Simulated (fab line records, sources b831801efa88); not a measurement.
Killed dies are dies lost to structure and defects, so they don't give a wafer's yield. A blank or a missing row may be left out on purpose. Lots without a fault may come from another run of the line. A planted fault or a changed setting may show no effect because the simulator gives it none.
fab line records | flow gf180mcu
record lots=24 wafers=72 last_day=34
route steps=602 shown M2@362 V2@406 MIM@507 M5@537 TOP_METAL@569
lots that met no fault: from a run of the same line without faults
start_h: hours from the record's first day to the start of the lot's first wafer shown | wait_h: hours since the lot's step before | " the same as in the row above | L1.1+2: a row that stands for several wafers | - no value, or no start given | * or withheld: withheld | < > ~ a bound
route shown NAME@n: a module of which the file shows steps, and the number in the route of the first | usual: mean/standard deviation of fault-free wafers | same: alike in all rows | chamber/n: place in a boat | sites: the reading at each site | _std_site: their standard deviation | _edge_site: outer sites' mean less inner sites' | radius_mm: how far each site lies from the wafer's centre | mask NAME#n: copy n | behind: the tool/chamber that last shaped the wafer | hold: why the lot was held/for how many hours/how that ended | device: the transistor (n, p or np) that didn't switch | end of line: the same wafers' tests at the end of the route | a step without rows: its recipe alone | killed: dies lost to structure and defects at the first sort, not the wafer's yield | map: a wafer's dies, x killed, . not, _ none there
set.NAME: the setting as run; set.NAME@STEP: as run at that earlier step | model.NAME: the simulator's own value behind a step, which no gauge read
steps of the route over a sample of lots; a table a step, a row a wafer
services: from which hour (start_h, from the record's first day; less than 0 if before it) a tool's chamber was out of use, for how many hours, and why
## steps
# step GF_M2_SPUTTER_00
# recipe material=Ti target_thk_nm=37.5 arriving_ion_energy_ev=80 substrate_temp_c=200 chamber_pressure_pa=2 power_w=4000 time_s=150
# usual throttle_valve_pct=29.9/0.97
# columns lot.wafer tool chamber start_h wait_h throttle_valve_pct
L074.2 pvd_sputter-03 - 409.74 0.1 29.8
L074.4 " - " " 31.1
L074.6 " - " " 29.7
L075.1 pvd_sputter-02 - 417.91 0.2 29.6
L075.2 " - " " 30.6
L075.5 " - " " 30.7
L076.2 pvd_sputter-03 - 430.51 0.2 29.9
L076.5 " - " " 29.6
L076.6 " - " " 29.9
L077.2 pvd_sputter-02 - 440.67 0.1 30.5
L077.3 " - " " 28.5
L077.6 " - " " 28.3
L078.1 pvd_sputter-02 - 447.92 0.2 28.5
L078.2 " - " " 29.5
L078.5 " - " " 28.9
L079.2 pvd_sputter-02 - 458.86 0.2 28.1
L079.5 " - " " 29.6
L079.6 " - " " 28.2
L080.1 pvd_sputter-03 - 469.31 0.1 31.4
L080.2 " - " " 29.7
L080.6 " - " " 31.7
L081.1 pvd_sputter-03 - 480.36 0.2 30.5
L081.4 " - " " 30.1
L081.6 " - " " 29.6
L082.3 pvd_sputter-03 - 491.00 0.1 30.7
L082.4 " - " " 29.8
L082.5 " - " " 31.0
L083.1 pvd_sputter-03 - 497.89 0.1 30.0
L083.2 " - " " 29.6
L083.5 " - " " 31.0
L084.1 pvd_sputter-03 - 505.32 0.2 30.6
L084.3 " - " " 30.2
L084.4 " - " " 31.5
L085.3 pvd_sputter-01 - 510.56 0.2 29.8
L085.5 " - " " 28.3
L085.6 " - " " 29.7
L086.1 pvd_sputter-01 - 519.26 0.2 29.7
L086.3 " - " " 30.7
L086.4 " - " " 28.3
L087.3 pvd_sputter-03 - 530.18 0.2 30.6
L087.4 " - " " 31.1
L087.5 " - " " 30.0
L088.2 pvd_sputter-02 - 539.52 0.1 28.5
L088.4 " - " " 28.4
L088.6 " - " " 29.4
L089.1 pvd_sputter-01 - 549.54 0.2 28.2
L089.2 " - " " 30.7
L089.3 " - " " 29.9
L090.2 pvd_sputter-02 - 552.96 0.1 28.2
L090.4 " - " " 30.5
L090.5 " - " " 28.3
L091.1 pvd_sputter-01 - 562.35 0.1 28.1
L091.3 " - " " 30.5
L091.5 " - " " 30.1
L092.1 pvd_sputter-01 - 569.03 0.1 30.2
L092.2 " - " " 28.1
L092.5 " - " " 29.6
L093.1 pvd_sputter-02 - 574.12 0.2 28.6
L093.4 " - " " 30.7
L093.5 " - " " 28.6
L094.1 pvd_sputter-01 - 583.82 0.2 30.0
L094.2 " - " " 30.6
L094.3 " - " " 29.4
L095.1 pvd_sputter-03 - 591.79 0.2 31.4
L095.3 " - " " 29.9
L095.6 " - " " 31.3
L096.3 pvd_sputter-03 - 596.28 0.2 31.5
L096.4 " - " " 29.5
L096.5 " - " " 31.2
L097.1 pvd_sputter-03 - 608.93 0.2 30.7
L097.2 " - " " 31.2
L097.4 " - " " 30.0
# step GF_V2_RS_MEAS_24
# recipe thk_meas_gauge=four-point-probe reads=W_of_V2_CVD_23+TiN_of_V2_SPUTTER_22+Ti_of_V2_SPUTTER_21
# usual V2_W_RS=0.327/0.0036
# columns lot.wafer tool chamber start_h wait_h V2_W_RS[ohm/sq]
L074.2 film_metro-01 - 461.63 0.1 0.324
L074.4 " - " " 0.321
L074.6 " - " " 0.325
L075.1 film_metro-04 - 469.13 0.1 0.327
L075.2 " - " " 0.328
L075.5 " - " " 0.328
L076.2 film_metro-01 - 481.85 0.1 0.328
L076.5 " - " " 0.334
L076.6 " - " " 0.330
L077.2 film_metro-01 - 491.07 0.1 0.330
L077.3 " - " " 0.329
L077.6 " - " " 0.332
L078.1 film_metro-01 - 498.94 0.1 0.324
L078.2 " - " " 0.333
L078.5 " - " " 0.329
L079.2 film_metro-04 - 509.39 0.1 0.326
L079.5 " - " " 0.332
L079.6 " - " " 0.323
L080.1 film_metro-04 - 518.58 0.1 0.324
L080.2 " - " " 0.325
L080.6 " - " " 0.317
L081.1 film_metro-04 - 529.19 0.1 0.330
L081.4 " - " " 0.325
L081.6 " - " " 0.334
L082.3 film_metro-04 - 540.07 0.1 0.328
L082.4 " - " " 0.327
L082.5 " - " " 0.330
L083.1 film_metro-03 - 546.68 0.1 0.332
L083.2 " - " " 0.327
L083.5 " - " " 0.329
L084.1 film_metro-04 - 553.52 0.1 0.335
L084.3 " - " " 0.334
L084.4 " - " " 0.329
L085.3 film_metro-03 - 558.16 0.1 0.328
L085.5 " - " " 0.329
L085.6 " - " " 0.328
L086.1 film_metro-03 - 567.24 0.1 0.320
L086.3 " - " " 0.324
L086.4 " - " " 0.325
L087.3 film_metro-04 - 577.65 0.1 0.324
L087.4 " - " " 0.328
L087.5 " - " " 0.331
L088.2 film_metro-03 - 586.51 0.1 0.329
L088.4 " - " " 0.327
L088.6 " - " " 0.322
L089.1 film_metro-04 - 594.97 0.1 0.326
L089.2 " - " " 0.332
L089.3 " - " " 0.326
L090.2 film_metro-01 - 598.06 0.1 0.330
L090.4 " - " " 0.328
L090.5 " - " " 0.330
L091.1 film_metro-01 - 607.97 0.1 0.335
L091.3 " - " " 0.329
L091.5 " - " " 0.327
L092.1 film_metro-03 - 614.82 0.1 0.323
L092.2 " - " " 0.315
L092.5 " - " " 0.327
L093.1 film_metro-01 - 619.05 0.1 0.327
L093.4 " - " " 0.323
L093.5 " - " " 0.320
L094.1 film_metro-03 - 627.88 0.1 0.329
L094.2 " - " " 0.326
L094.3 " - " " 0.327
L095.1 film_metro-03 - 635.14 0.1 0.329
L095.3 " - " " 0.330
L095.6 " - " " 0.326
L096.3 film_metro-03 - 639.86 0.1 0.330
L096.4 " - " " 0.332
L096.5 " - " " 0.333
L097.1 film_metro-04 - 650.83 0.1 0.329
L097.2 " - " " 0.325
L097.4 " - " " 0.326
# step GF_MIM_SPUTTER_04
# recipe material=TiN target_thk_nm=50 power_w=6500 time_s=41.7 chamber_pressure_pa=0.4
# usual throttle_valve_pct=30.1/1
# columns lot.wafer tool chamber start_h wait_h throttle_valve_pct
L074.2 pvd_sputter-02 - 559.04 0.0 30.4
L074.4 " - " " 28.6
L074.6 " - " " 30.7
L075.1 pvd_sputter-03 - 568.60 0.0 30.5
L075.2 " - " " 29.7
L075.5 " - " " 30.8
L076.2 pvd_sputter-03 - 578.21 0.0 29.9
L076.5 " - " " 30.9
L076.6 " - " " 31.6
L077.2 pvd_sputter-04 - 587.65 0.0 31.3
L077.3 " - " " 30.1
L077.6 " - " " 31.7
L078.1 pvd_sputter-03 - 594.94 0.0 31.5
L078.2 " - " " 30.1
L078.5 " - " " 29.9
L079.2 pvd_sputter-03 - 604.14 0.0 30.0
L079.5 " - " " 30.9
L079.6 " - " " 30.0
L080.1 pvd_sputter-04 - 611.95 0.0 31.5
L080.2 " - " " 30.1
L080.6 " - " " 30.1
L081.1 pvd_sputter-03 - 621.16 0.0 29.7
L081.4 " - " " 31.3
L081.6 " - " " 30.6
L082.3 pvd_sputter-04 - 631.54 0.0 31.4
L082.4 " - " " 30.7
L082.5 " - " " 29.8
L083.1 pvd_sputter-04 - 638.09 0.0 30.2
L083.2 " - " " 31.2
L083.5 " - " " 30.5
L084.1 pvd_sputter-03 - 643.28 0.0 30.7
L084.3 " - " " 31.3
L084.4 " - " " 29.6
L085.3 pvd_sputter-03 - 648.36 0.0 30.1
L085.5 " - " " 30.5
L085.6 " - " " 31.4
L086.1 pvd_sputter-04 - 656.80 0.0 30.5
L086.3 " - " " 31.5
L086.4 " - " " 30.1
L087.3 pvd_sputter-04 - 666.05 0.0 30.0
L087.4 " - " " 31.6
L087.5 " - " " 31.6
L088.2 pvd_sputter-03 - 673.24 0.0 29.7
L088.4 " - " " 31.2
L088.6 " - " " 31.1
L089.1 pvd_sputter-02 - 680.84 0.0 29.6
L089.2 " - " " 28.5
L089.3 " - " " 28.2
L090.2 pvd_sputter-04 - 684.55 0.0 30.5
L090.4 " - " " 31.5
L090.5 " - " " 28.2
L091.1 pvd_sputter-03 - 693.87 0.0 29.8
L091.3 " - " " 29.8
L091.5 " - " " 29.6
L093.1 pvd_sputter-02 - 702.19 0.0 30.6
L093.4 " - " " 28.2
L093.5 " - " " 29.6
L092.1 pvd_sputter-02 - 703.83 0.0 28.3
L092.2 " - " " 29.5
L092.5 " - " " 30.3
L094.1 pvd_sputter-02 - 709.90 0.0 30.4
L094.2 " - " " 28.3
L094.3 " - " " 28.3
L095.1 pvd_sputter-04 - 716.93 0.0 28.8
L095.3 " - " " 31.5
L095.6 " - " " 28.5
L096.3 pvd_sputter-03 - 721.28 0.0 29.9
L096.4 " - " " 29.5
L096.5 " - " " 30.7
L097.1 pvd_sputter-04 - 731.68 0.0 30.0
L097.2 " - " " 28.2
L097.4 " - " " 31.7
# step GF_M5_STRIP_11
# recipe chemistry=O2/N2 power_w=1400 pressure_mtorr=1500 platen_temp_c=250 o2_flow_sccm=3000 n2_flow_sccm=300 overash_fraction=0.5
# usual drypump_motor_current_A=5.8/0.52 heater_power_w=339/43 oes_product_au=0.545/0.0048 strip_time_to_endpoint_s=7.57/0.054
# columns lot.wafer tool chamber start_h wait_h drypump_motor_current_A heater_power_w oes_product_au rf_hours_counter_h strip_time_to_endpoint_s
L074.2 plasma_asher-03 0 603.17 0.1 6.4 321 0.551 83 7.63
L074.4 " 1 " " 5.2 288 0.552 - 7.66
L074.6 " 0 " " 6.4 324 0.557 - 7.68
L075.1 plasma_asher-03 1 612.04 0.1 5.2 287 0.541 84 7.53
L075.2 " 0 " " 6.4 329 0.548 84 7.59
L075.5 " 0 " " 6.4 320 0.542 - 7.53
L076.2 plasma_asher-03 0 621.19 0.1 6.4 328 0.547 85 7.55
L076.5 " 0 " " 6.4 321 0.544 - 7.52
L076.6 " 1 " " 5.2 289 0.536 - 7.54
L077.2 plasma_asher-02 0 629.19 0.1 5.8 346 0.543 52 7.56
L077.3 " 1 " " 6.3 412 0.550 - 7.50
L077.6 " 1 " " 6.3 417 0.549 - 7.55
L078.1 plasma_asher-03 1 636.51 0.2 5.2 281 0.545 87 7.46
L078.2 " 0 " " 6.4 313 0.546 87 7.51
L078.5 " 1 " " 5.2 294 0.544 - 7.48
L079.2 plasma_asher-02 1 645.79 0.1 6.3 413 0.537 54 7.51
L079.5 " 1 " " 6.3 425 0.548 - 7.61
L079.6 " 0 " " 5.8 354 0.539 - 7.52
L080.1 plasma_asher-03 1 652.90 0.1 5.2 281 0.546 89 7.57
L080.2 " 0 " " 6.4 336 0.545 89 7.62
L080.6 " 0 " " 6.4 326 0.547 - 7.55
L081.1 plasma_asher-02 0 661.85 0.1 5.8 357 0.544 56 7.53
L081.4 " 0 " " 5.8 354 0.534 - 7.51
L081.6 " 1 " " 6.3 400 0.540 - 7.52
L082.3 plasma_asher-03 0 670.73 0.1 6.4 326 0.550 - 7.65
L082.4 " 1 " " 5.2 290 0.537 - 7.46
L082.5 " 1 " " 5.2 284 0.543 - 7.52
L083.1 plasma_asher-03 0 677.64 0.1 6.4 327 0.545 93 7.58
L083.2 " 1 " " 5.2 287 0.542 93 7.57
L083.5 " 0 " " 6.4 337 0.537 - 7.51
L084.1 plasma_asher-03 0 682.79 0.1 6.4 326 0.548 93 7.64
L084.3 " 0 " " 6.4 325 0.543 - 7.64
L084.4 " 1 " " 5.2 291 0.542 - 7.55
L085.3 plasma_asher-04 1 686.58 0.1 5.4 370 0.548 - 7.66
L085.5 " 1 " " 5.4 381 0.542 - 7.59
L085.6 " 0 " " 5.1 317 0.545 - 7.60
L086.1 plasma_asher-04 0 695.43 0.1 5.2 310 0.548 109 7.56
L086.3 " 0 " " 5.1 321 0.550 - 7.67
L086.4 " 1 " " 5.4 376 0.545 - 7.54
L087.3 plasma_asher-03 0 702.81 0.1 6.3 333 0.551 - 7.63
L087.4 " 1 " " 5.2 282 0.547 - 7.53
L087.5 " 0 " " 6.3 323 0.548 - 7.53
L088.2 plasma_asher-02 0 710.40 0.1 5.8 354 0.541 62 7.54
L088.4 " 1 " " 6.3 410 0.547 - 7.58
L088.6 " 0 " " 5.8 368 0.547 - 7.55
L089.1 plasma_asher-02 0 717.39 0.1 5.8 349 0.545 62 7.55
L089.2 " 1 " " 6.3 419 0.541 62 7.56
L089.3 " 1 " " 6.3 418 0.545 - 7.56
L090.2 plasma_asher-04 1 723.09 0.1 5.4 373 0.549 112 7.62
L090.4 " 0 " " 5.1 321 0.544 - 7.51
L090.5 " 0 " " 5.2 318 0.546 - 7.55
L091.1 plasma_asher-03 1 730.00 0.1 5.2 279 0.544 97 7.57
L091.3 " 0 " " 6.4 333 0.543 - 7.43
L091.5 " 0 " " 6.4 325 0.542 - 7.60
L093.1 plasma_asher-03 0 738.49 0.1 6.4 338 0.550 98 7.52
L093.4 " 0 " " 6.4 325 0.544 - 7.55
L093.5 " 0 " " 6.4 339 0.545 - 7.57
L092.1 plasma_asher-03 0 739.44 0.1 6.4 331 0.545 98 7.59
L092.2 " 1 " " 5.2 285 0.547 98 7.64
L092.5 " 1 " " 5.2 285 0.545 - 7.54
L094.1 plasma_asher-02 1 745.79 0.1 6.4 417 0.545 66 7.65
L094.2 " 0 " " 5.8 358 0.533 66 7.48
L094.3 " 1 " " 6.3 412 0.546 - 7.55
L095.1 plasma_asher-02 0 751.85 0.1 5.8 346 0.540 67 7.54
L095.3 " 0 " " 5.8 347 0.543 - 7.56
L095.6 " 0 " " 5.8 357 0.548 - 7.60
L096.3 plasma_asher-04 1 755.52 0.1 5.4 350 0.547 - 7.60
L096.4 " 0 " " 5.1 332 0.546 - 7.58
L096.5 " 1 " " 5.4 362 0.546 - 7.61
L097.1 plasma_asher-02 0 765.05 0.1 5.8 361 0.539 68 7.59
L097.2 " 1 " " 6.3 416 0.548 68 7.55
L097.4 " 1 " " 6.3 420 0.537 - 7.53
# step GF_TOP_METAL_SPUTTER_02
# recipe material=AlCu target_thk_nm=900 power_w=10600 chamber_pressure_pa=0.3 substrate_temp_c=250 gas=Ar time_s=47.82
# usual throttle_valve_pct=29.7/0.98
# columns lot.wafer tool chamber start_h wait_h throttle_valve_pct
L074.2 pvd_sputter-02 - 626.77 0.0 28.1
L074.4 " - " " 28.5
L074.6 " - " " 29.2
L075.1 pvd_sputter-02 - 635.53 0.0 30.6
L075.2 " - " " 28.5
L075.5 " - " " 29.3
L076.2 pvd_sputter-01 - 644.10 0.0 30.0
L076.5 " - " " 30.0
L076.6 " - " " 30.7
L077.2 pvd_sputter-03 - 651.21 0.0 29.9
L077.3 " - " " 29.7
L077.6 " - " " 29.9
L078.1 pvd_sputter-02 - 658.91 0.0 28.4
L078.2 " - " " 29.5
L078.5 " - " " 30.5
L079.2 pvd_sputter-02 - 667.81 0.0 29.4
L079.5 " - " " 29.6
L079.6 " - " " 28.2
L080.1 pvd_sputter-01 - 676.00 0.0 30.0
L080.2 " - " " 29.4
L080.6 " - " " 28.2
L081.1 pvd_sputter-03 - 683.94 0.0 30.5
L081.4 " - " " 31.5
L081.6 " - " " 30.7
L082.3 pvd_sputter-03 - 694.86 0.0 29.7
L082.4 " - " " 30.1
L082.5 " - " " 30.0
L083.1 pvd_sputter-02 - 698.57 0.0 29.2
L083.2 " - " " 28.6
L083.5 " - " " 30.4
L084.1 pvd_sputter-01 - 703.48 0.0 28.2
L084.3 " - " " 30.1
L084.4 " - " " 29.8
L085.3 pvd_sputter-02 - 708.03 0.0 29.3
L085.5 " - " " 28.5
L085.6 " - " " 30.5
L086.1 pvd_sputter-02 - 715.77 0.0 28.5
L086.3 " - " " 29.6
L086.4 " - " " 30.8
L087.3 pvd_sputter-01 - 723.30 0.0 30.0
L087.4 " - " " 29.4
L087.5 " - " " 29.8
L088.2 pvd_sputter-02 - 730.98 0.0 30.7
L088.4 " - " " 29.2
L088.6 " - " " 30.4
L089.1 pvd_sputter-03 - 737.71 0.0 29.9
L089.2 " - " " 31.6
L089.3 " - " " 29.8
L090.2 pvd_sputter-03 - 744.01 0.0 29.8
L090.4 " - " " 30.9
L090.5 " - " " 30.8
L091.1 pvd_sputter-02 - 749.51 0.0 28.2
L091.3 " - " " 29.3
L091.5 " - " " 28.3
L093.1 pvd_sputter-02 - 758.15 0.0 28.3
L093.4 " - " " 29.6
L093.5 " - " " 28.4
L092.1 pvd_sputter-02 - 758.91 0.0 29.4
L092.2 " - " " 30.5
L092.5 " - " " 30.7
L094.1 pvd_sputter-03 - 765.16 0.0 30.7
L094.2 " - " " 29.8
L094.3 " - " " 29.6
L095.1 pvd_sputter-01 - 770.98 0.0 30.6
L095.3 " - " " 29.7
L095.6 " - " " 29.7
L096.3 pvd_sputter-01 - 774.36 0.0 30.1
L096.4 " - " " 28.2
L096.5 " - " " 30.2
L097.1 pvd_sputter-03 - 784.17 0.0 30.3
L097.2 " - " " 29.5
L097.4 " - " " 30.6
# step GF_TOP_METAL_THK_MEAS_06
# recipe thk_meas_gauge=xrf reads=AlCu_of_TOP_METAL_SPUTTER_02
# usual TOP_METAL_ALCU_THK=899/14
# columns lot.wafer tool chamber start_h wait_h TOP_METAL_ALCU_THK[nm]
L074.2 film_metro-04 - 626.99 0.1 917
L074.4 " - " " 905
L074.6 " - " " 918
L075.1 film_metro-04 - 635.74 0.1 891
L075.2 " - " " 891
L075.5 " - " " 905
L076.2 film_metro-02 - 644.33 0.1 927
L076.5 " - " " 923
L076.6 " - " " 912
L077.2 film_metro-02 - 651.43 0.1 876
L077.3 " - " " 904
L077.6 " - " " 885
L078.1 film_metro-02 - 659.12 0.1 888
L078.2 " - " " 903
L078.5 " - " " 886
L079.2 film_metro-01 - 668.03 0.1 908
L079.5 " - " " 909
L079.6 " - " " 902
L080.1 film_metro-02 - 676.21 0.1 909
L080.2 " - " " 907
L080.6 " - " " 906
L081.1 film_metro-04 - 684.15 0.1 889
L081.4 " - " " 890
L081.6 " - " " 882
L082.3 film_metro-04 - 695.09 0.1 893
L082.4 " - " " 875
L082.5 " - " " 893
L083.1 film_metro-02 - 698.78 0.1 905
L083.2 " - " " 891
L083.5 " - " " 902
L084.1 film_metro-04 - 703.69 0.1 907
L084.3 " - " " 903
L084.4 " - " " 901
L085.3 film_metro-04 - 708.26 0.1 907
L085.5 " - " " 888
L085.6 " - " " 910
L086.1 film_metro-02 - 715.98 0.1 893
L086.3 " - " " 917
L086.4 " - " " 915
L087.3 film_metro-01 - 723.53 0.1 892
L087.4 " - " " 895
L087.5 " - " " 888
L088.2 film_metro-02 - 731.20 0.1 909
L088.4 " - " " 910
L088.6 " - " " 905
L089.1 film_metro-04 - 737.92 0.1 869
L089.2 " - " " 882
L089.3 " - " " 897
L090.2 film_metro-01 - 744.23 0.1 886
L090.4 " - " " 882
L090.5 " - " " 881
L091.1 film_metro-02 - 749.72 0.1 932
L091.3 " - " " 923
L091.5 " - " " 907
L093.1 film_metro-04 - 758.36 0.1 930
L093.4 " - " " 914
L093.5 " - " " 929
L092.1 film_metro-02 - 759.12 0.1 906
L092.2 " - " " 921
L092.5 " - " " 922
L094.1 film_metro-04 - 765.37 0.1 887
L094.2 " - " " 879
L094.3 " - " " 899
L095.1 film_metro-01 - 771.19 0.1 896
L095.3 " - " " 896
L095.6 " - " " 897
L096.3 film_metro-01 - 774.59 0.1 885
L096.4 " - " " 897
L096.5 " - " " 897
L097.1 film_metro-02 - 784.38 0.1 894
L097.2 " - " " 912
L097.4 " - " " 898
## services
# columns tool chamber start_h hours kind
plasma_asher-02 - 428.39 2.3 repair
pvd_sputter-03 3 430.73 - consumable_replace:kit
pvd_sputter-03 3 430.73 18.0 scheduled_down
pvd_sputter-03 3 430.73 18.0 vent_cycle
plasma_asher-04 - 447.92 2.8 pm
plasma_asher-04 - 465.11 13.4 repair
pvd_sputter-03 - 474.38 5.7 repair
plasma_asher-02 - 481.29 0.5 repair
pvd_sputter-01 - 494.22 2.5 repair
plasma_asher-02 - 521.52 4.3 pm
pvd_sputter-02 - 546.71 1.0 repair
pvd_sputter-04 - 548.40 0.5 repair
plasma_asher-04 - 575.88 1.5 repair
pvd_sputter-03 2 578.78 - consumable_replace:kit
pvd_sputter-03 2 578.78 18.0 scheduled_down
pvd_sputter-03 2 578.78 18.0 vent_cycle
pvd_sputter-02 - 595.48 3.9 repair
pvd_sputter-01 - 625.71 1.8 repair
plasma_asher-03 - 698.33 2.5 repair
plasma_asher-03 - 724.07 2.8 pm
plasma_asher-04 - 733.75 9.0 pm
pvd_sputter-02 - 736.31 9.7 repair
pvd_sputter-01 - 767.93 2.0 repair
plasma_asher-03 - 777.07 0.5 repair
## key
fault none
